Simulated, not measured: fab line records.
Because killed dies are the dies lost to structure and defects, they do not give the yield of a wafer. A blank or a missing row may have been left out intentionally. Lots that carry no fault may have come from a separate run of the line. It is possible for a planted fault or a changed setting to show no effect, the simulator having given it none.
fab line records	flow gf180mcu
[record] lots = 6	wafers = 18	last_day = 34
route steps=602 shown V2@393
lots with no fault: from the same line, run without faults
start_h: hours from the record's opening day to when the first of the lot's shown wafers began	wait_h: hours from the lot's prior step to this one	" identical to the entry in the row above	L1.1+2: a single row standing in for several wafers	- value missing, or start not given	* or withheld: withheld	< > ~ a bound
route shown NAME@n: names a module that has steps shown in the file, with the first one's number in the route	usual: mean/standard deviation taken from wafers without a fault	same: alike in all rows	chamber/n: place in a boat	sites: per-site readings	_std_site: how widely they spread, as a standard deviation	_edge_site: mean of outer sites minus mean of inner sites	radius_mm: how far each site lies from the wafer's centre	mask NAME#n: copy n	behind: the last tool/chamber to shape the wafer	hold: why the lot went on hold/how many hours it stayed there/how the hold came to an end	device: names the non-switching transistor (n, p or np)	end of line: the route-end tests of the same wafers	a step with no rows: only its recipe	killed: dies lost to structure and defects at the first sort, not the wafer's yield	map: a wafer's dies, x killed, . not, _ none there
set.NAME: the setting that was run; set.NAME@STEP: the one run at that earlier step	model.NAME: the simulator's own value behind a step, which no gauge read
lots at some steps of the route; a table a step, a row a wafer
services: the hour from which a tool's chamber was out of use, counted from the record's first day as start_h (under 0 if before that day), plus the number of hours and why
[[steps]]
[step GF_V2_EXPOSE_11]
[recipe] mask_id = Via2	target_cd_nm = 260	na = 0.68	source_shape = conventional	sigma_outer = 0.6	dose_mj = 38
[step GF_V2_PEB_12]
[recipe] peb_temp_c = 135	peb_time_s = 90	resist = KrF
[step GF_V2_DEVELOP_13]
[recipe] develop_time_s = 60	resist = KrF	dev_temp_c = 21
[step GF_V2_CD_MEAS_14]
[recipe] target_cd_nm = 260
[usual] cd_nm = 259.8/1.2
lot.wafer	tool	chamber	start_h	wait_h	cd_nm
L708.2	cd_sem-01	-	509.52	0.1	260.4
L708.3	"	-	"	"	260.0
L708.5	"	-	"	"	260.3
L711.2	cd_sem-01	-	534.74	0.1	258.6
L711.5	"	-	"	"	260.5
L711.6	"	-	"	"	258.2
L714.3	cd_sem-01	-	564.23	0.1	258.3
L714.4	"	-	"	"	259.5
L714.6	"	-	"	"	260.3
L721.1	cd_sem-02	-	612.35	0.1	260.4
L721.4	"	-	"	"	261.2
L721.6	"	-	"	"	259.8
L722.3	cd_sem-01	-	622.24	0.1	259.2
L722.4	"	-	"	"	258.4
L722.5	"	-	"	"	258.7
L726.4	cd_sem-02	-	652.39	0.1	259.2
L726.5	"	-	"	"	258.7
L726.6	"	-	"	"	258.8
[step GF_V2_OVL_MEAS_15]
[usual] V2_OVL = -2/5.6
lot.wafer	tool	chamber	start_h	wait_h	V2_OVL[nm]
L708.2	overlay-02	-	509.62	0.1	5
L708.3	"	-	"	"	-2
L708.5	"	-	"	"	-2
L711.2	overlay-01	-	534.85	0.1	-8
L711.5	"	-	"	"	-7
L711.6	"	-	"	"	-6
L714.3	overlay-01	-	564.32	0.1	-6
L714.4	"	-	"	"	-3
L714.6	"	-	"	"	-6
L721.1	overlay-02	-	612.47	0.1	3
L721.4	"	-	"	"	1
L721.6	"	-	"	"	1
L722.3	overlay-02	-	622.33	0.1	-14
L722.4	"	-	"	"	-4
L722.5	"	-	"	"	-12
L726.4	overlay-01	-	652.47	0.1	-8
L726.5	"	-	"	"	-2
L726.6	"	-	"	"	-7
[step GF_V2_ETCH_16]
[recipe] chemistry = N2/H2	target_depth_a = withheld	overetch_a = withheld	time_s = withheld	target = BARC	ion_energy_ev = 200	source_w = 500	bias_w = 97.89	pressure_mtorr = 30	n2_flow_sccm = 100	h2_flow_sccm = 200
[step GF_V2_ETCH_17]
[recipe] chemistry = C4F8/O2/Ar	mask_material = KrF	target = SiO2	stop_on = TiN	source_w = 1500	bias_w = 1200	pressure_mtorr = 40	c4f8_flow_sccm = withheld	O2_flow_sccm = 6	Ar_flow_sccm = 300	time_s = withheld	target_depth_a = 6300
[usual] bias_w = 1200/4	oes_product_au = 0.856/0.0046
lot.wafer	tool	chamber	start_h	wait_h	bias_w	oes_product_au
L708.2	rie_diel-01	0	-	-	1200	0.848
L708.3	"	3	"	"	1205	0.858
L708.5	"	2	"	"	1202	0.864
L711.2	rie_diel-01	3	-	-	1194	0.856
L711.5	"	3	"	"	1202	0.856
L711.6	"	0	"	"	1204	0.854
L714.3	rie_diel-04	0	-	-	1205	0.858
L714.4	"	0	"	"	1196	0.853
L714.6	"	2	"	"	1204	0.848
L721.1	rie_diel-04	1	-	-	1204	0.860
L721.4	"	2	"	"	1203	0.850
L721.6	"	1	"	"	1196	0.849
L722.3	rie_diel-03	2	-	-	1187	0.863
L722.4	"	1	"	"	1197	0.853
L722.5	"	2	"	"	1189	0.862
L726.4	rie_diel-03	1	-	-	1198	0.856
L726.5	"	3	"	"	1202	0.852
L726.6	"	2	"	"	1202	0.852
[step GF_V2_STRIP_18]
[recipe] chemistry = O2/N2	power_w = 1400	pressure_mtorr = 1500	platen_temp_c = 250	o2_flow_sccm = 3000	n2_flow_sccm = 300	overash_fraction = 0.5
[usual] drypump_motor_current_A = 5.9/0.73	heater_power_w = 328/44	oes_product_au = 0.592/0.0047
lot.wafer	tool	chamber	start_h	wait_h	drypump_motor_current_A	heater_power_w	oes_product_au	rf_hours_counter_h
L708.2	plasma_asher-02	0	509.78	-	6.7	327	0.599	42
L708.3	"	0	"	"	6.7	334	0.590	-
L708.5	"	1	"	"	5.5	335	0.589	-
L711.2	plasma_asher-02	0	535.00	-	6.7	325	0.587	45
L711.5	"	0	"	"	6.7	320	0.589	-
L711.6	"	1	"	"	5.4	343	0.595	-
L714.3	plasma_asher-01	1	564.50	-	6.6	263	0.598	-
L714.4	"	0	"	"	6.2	384	0.596	-
L714.6	"	0	"	"	6.2	381	0.602	-
L721.1	plasma_asher-01	1	612.63	-	6.6	264	0.584	79
L721.4	"	1	"	"	6.6	272	0.592	-
L721.6	"	0	"	"	6.2	393	0.592	-
L722.3	plasma_asher-02	0	622.51	-	6.7	335	0.587	-
L722.4	"	1	"	"	5.4	338	0.595	-
L722.5	"	1	"	"	5.4	348	0.594	-
L726.4	plasma_asher-02	1	652.65	-	5.5	334	0.591	-
L726.5	"	1	"	"	5.4	345	0.594	-
L726.6	"	0	"	"	6.7	324	0.590	-
[step GF_V2_STRIP_19]
[recipe] chemistry = post_etch_residue_remover	time_s = 1200	temp_c = 72.5
[step GF_V2_CLEAN_20]
[recipe] chemistry = DIW	dry = n2_spin
[step GF_V2_SPUTTER_21]
[recipe] material = Ti	target_thk_nm = 15	chamber_pressure_pa = 5	power_w = 2500	substrate_temp_c = 200	time_s = 80.02
[usual] cathode_dc_power_W = 2500.0/0.44	throttle_valve_pct = 29.8/1
lot.wafer	tool	chamber	start_h	wait_h	cathode_dc_power_W	throttle_valve_pct
L708.2	pvd_sputter-02	-	510.32	0.0	2500.3	29.7
L708.3	"	-	"	"	2500.1	28.9
L708.5	"	-	"	"	2499.9	28.5
L711.2	pvd_sputter-03	-	535.57	0.0	2500.5	30.4
L711.5	"	-	"	"	2499.4	30.1
L711.6	"	-	"	"	2500.9	30.7
L714.3	pvd_sputter-03	-	565.00	0.0	2500.4	30.0
L714.4	"	-	"	"	2499.6	27.9
L714.6	"	-	"	"	2500.1	30.0
L721.1	pvd_sputter-03	-	613.17	0.0	2499.4	28.4
L721.4	"	-	"	"	2500.1	30.6
L721.6	"	-	"	"	2499.8	28.0
L722.3	pvd_sputter-02	-	623.08	0.0	2499.5	28.9
L722.4	"	-	"	"	2499.1	30.8
L722.5	"	-	"	"	2499.9	29.8
L726.4	pvd_sputter-02	-	653.18	0.0	2499.5	29.7
L726.5	"	-	"	"	2500.6	28.8
L726.6	"	-	"	"	2499.7	30.8
[step GF_V2_SPUTTER_22]
[recipe] material = TiN	target_thk_nm = 10	chamber_pressure_pa = 5	power_w = 4000	time_s = 40
[usual] cathode_dc_power_W = 4000.0/0.79	throttle_valve_pct = 29.8/1
lot.wafer	tool	chamber	start_h	wait_h	cathode_dc_power_W	throttle_valve_pct
L708.2	pvd_sputter-02	-	510.38	0.0	4000.4	29.3
L708.3	"	-	"	"	3999.8	29.1
L708.5	"	-	"	"	3999.8	28.6
L711.2	pvd_sputter-03	-	535.63	0.0	3999.7	30.7
L711.5	"	-	"	"	3998.8	30.2
L711.6	"	-	"	"	4000.1	30.4
L714.3	pvd_sputter-03	-	565.06	0.0	3998.8	30.1
L714.4	"	-	"	"	4000.4	28.0
L714.6	"	-	"	"	4001.7	30.5
L721.1	pvd_sputter-03	-	613.23	0.0	3999.7	27.9
L721.4	"	-	"	"	3999.8	30.7
L721.6	"	-	"	"	3999.2	27.8
L722.3	pvd_sputter-02	-	623.14	0.0	3999.3	29.0
L722.4	"	-	"	"	3999.2	30.3
L722.5	"	-	"	"	4001.2	29.1
L726.4	pvd_sputter-02	-	653.24	0.0	3999.0	29.3
L726.5	"	-	"	"	3999.1	29.1
L726.6	"	-	"	"	3999.2	30.9
[step GF_V2_CVD_23]
[recipe] material = W	target_thk_nm = 350	time_s = 104.94	temp_c = 400	pressure_torr = 40
[usual] heater_power_outer_w = 483/41	heater_power_w = 803/78	susceptor_temp_C = 400.02/0.21
lot.wafer	tool	chamber	start_h	wait_h	heater_power_outer_w	heater_power_w	susceptor_temp_C	model.W_of_V2_CVD_23.thk_nm
L708.2	cvd_w-02	1	510.42	0.0	472	849	399.91	351.5
L708.3	"	0	"	"	448	708	399.59	351.4
L708.5	"	0	"	"	442	701	399.84	349
L711.2	cvd_w-02	0	535.67	0.0	434	696	399.98	351.4
L711.5	"	0	"	"	435	715	399.92	350.8
L711.6	"	1	"	"	475	832	399.89	352
L714.3	cvd_w-01	1	565.14	0.1	554	894	400.23	351.9
L714.4	"	0	"	"	502	825	399.81	355
L714.6	"	1	"	"	558	896	399.77	353.5
L721.1	cvd_w-02	1	613.27	0.0	476	882	402.17	368.9
L721.4	"	0	"	"	455	707	402.40	367.8
L721.6	"	0	"	"	452	717	402.54	372.4
L722.3	cvd_w-02	0	623.22	0.1	461	713	402.89	367.8
L722.4	"	1	"	"	485	880	402.42	368
L722.5	"	0	"	"	452	714	402.64	361.2
L726.4	cvd_w-01	0	653.32	0.1	488	815	400.04	350.2
L726.5	"	1	"	"	555	891	400.07	343.5
L726.6	"	0	"	"	501	828	399.88	354
[step GF_V2_RS_MEAS_24]
[recipe] thk_meas_gauge = four-point-probe	reads = W_of_V2_CVD_23+TiN_of_V2_SPUTTER_22+Ti_of_V2_SPUTTER_21
[usual] V2_W_RS = 0.327/0.003
lot.wafer	tool	chamber	start_h	wait_h	V2_W_RS[ohm/sq]
L708.2	film_metro-02	-	510.55	0.1	0.326
L708.3	"	-	"	"	0.326
L708.5	"	-	"	"	0.329
L711.2	film_metro-03	-	535.80	0.1	0.325
L711.5	"	-	"	"	0.327
L711.6	"	-	"	"	0.325
L714.3	film_metro-02	-	565.26	0.1	0.325
L714.4	"	-	"	"	0.322
L714.6	"	-	"	"	0.324
L721.1	film_metro-01	-	613.38	0.1	0.311
L721.4	"	-	"	"	0.312
L721.6	"	-	"	"	0.307
L722.3	film_metro-02	-	623.33	0.1	0.311
L722.4	"	-	"	"	0.311
L722.5	"	-	"	"	0.317
L726.4	film_metro-02	-	653.46	0.1	0.327
L726.5	"	-	"	"	0.333
L726.6	"	-	"	"	0.323
[step GF_V2_THK_MEAS_25]
[recipe] thk_meas_gauge = xrf	reads = W_of_V2_CVD_23
[usual] V2_W_THK = 363/4.3
lot.wafer	tool	chamber	start_h	wait_h	V2_W_THK[nm]
L708.2	film_metro-02	-	510.66	0.1	364
L708.3	"	-	"	"	362
L708.5	"	-	"	"	360
L711.2	film_metro-03	-	535.91	0.1	360
L711.5	"	-	"	"	362
L711.6	"	-	"	"	365
L714.3	film_metro-02	-	565.36	0.1	365
L714.4	"	-	"	"	370
L714.6	"	-	"	"	369
L721.1	film_metro-01	-	613.50	0.1	381
L721.4	"	-	"	"	379
L721.6	"	-	"	"	383
L722.3	film_metro-02	-	623.43	0.1	385
L722.4	"	-	"	"	385
L722.5	"	-	"	"	379
L726.4	film_metro-02	-	653.55	0.1	365
L726.5	"	-	"	"	354
L726.6	"	-	"	"	368
[step GF_V2_CMP_26]
[recipe] stop_on = SiO2	down_force_psi = 3.5	platen_rpm = 60	t_overpolish_s = 15	target_thk_nm = 0	pad_velocity_m_s = 0.94248
[usual] motor_current_A = 10.8/0.67	overpolish_run_s = 15.000/0.0088	time_to_endpoint_s = 86/3.2
lot.wafer	tool	chamber	start_h	wait_h	motor_current_A	overpolish_run_s	time_to_endpoint_s
L708.2	cmp-02	2	510.71	0.0	10.2	14.983	88
L708.3	"	3	"	"	10.6	14.988	90
L708.5	"	3	"	"	11.0	14.996	88
L711.2	cmp-01	2	535.96	0.0	12.8	14.991	92
L711.5	"	2	"	"	12.0	15.004	90
L711.6	"	3	"	"	10.2	15.013	92
L714.4	cmp-02	3	565.45	0.1	10.2	15.023	88
L714.3	"	1	"	"	10.5	15.012	85
L714.6	"	3	"	"	10.9	15.004	88
L721.1	cmp-02	3	613.61	0.1	10.9	14.992	90
L721.4	"	0	"	"	11.6	15.005	90
L721.6	"	2	"	"	10.4	15.007	93
L722.3	cmp-02	1	623.57	0.1	10.6	14.999	85
L722.4	"	2	"	"	10.6	14.999	90
L722.5	"	0	"	"	11.2	15.012	88
L726.4	cmp-02	1	653.80	0.2	11.0	14.996	79
L726.5	"	3	"	"	10.1	14.998	76
L726.6	"	0	"	"	11.1	15.002	85
[[services]]
tool	chamber	start_h	hours	kind
cmp-02	-	497.13	3.7	repair
plasma_asher-01	-	504.41	2.1	repair
pvd_sputter-02	-	508.25	0.9	repair
rie_diel-03	-	532.48	15.6	pm
pvd_sputter-03	1	536.63	-	consumable_replace:kit
pvd_sputter-03	1	536.63	18.0	scheduled_down
pvd_sputter-03	1	536.63	18.0	vent_cycle
cmp-01	-	542.70	2.3	repair
plasma_asher-01	-	553.24	1.3	repair
cmp-02	-	553.35	3.3	pm
rie_diel-04	1	560.78	12.4	repair
cmp-02	-	572.03	4.0	pm
pvd_sputter-02	-	574.70	1.9	repair
rie_diel-03	1	595.42	1.8	repair
cmp-02	-	605.33	0.6	repair
plasma_asher-01	-	613.98	14.6	pm
cmp-01	-	629.47	1.9	repair
cvd_w-01	1	629.59	4.7	repair
cmp-02	-	634.36	0.3	repair
pvd_sputter-03	0	640.96	-	consumable_replace:kit
pvd_sputter-03	0	640.96	18.0	scheduled_down
rie_diel-03	0	644.66	10.2	repair
cvd_w-02	-	645.83	2.8	pm
cmp-01	-	648.92	5.2	repair
[[key]]
[first_sign] step = GF_V2_CVD_23	reading = susceptor_temp_C	direction = up	sigmas = 12	usual = *	struck = *
[effect] step = GF_V2_RS_MEAS_24	reading = V2_W_RS	direction = down	sigmas = 5.1	usual = 0.327	struck = 0.312
[effect] step = GF_V2_THK_MEAS_25	reading = V2_W_THK	direction = up	sigmas = 4.4	usual = 363	struck = 382
[model_effect] step = GF_V2_CVD_23	value = W_of_V2_CVD_23.thk_nm	without = 352.1	struck = 367.7
met_at GF_V2_CVD_23
struck_wafers L721.1,L721.4,L721.6,L722.3,L722.4,L722.5
rows_end L721.1,L721.4,L721.6,L722.3,L722.4,L722.5
onset_between 535.67 613.27
[fault] kind = process_parameter_drift	tool = cvd_w-02	chamber = -	onset_h = 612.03	steps = GF_V2_CVD_23	channel = temp_c	offset = *	shape = step	acts_in = *	stated = *
// rows_end: these wafers met a further fault down the route, and their rows from its step on are left out
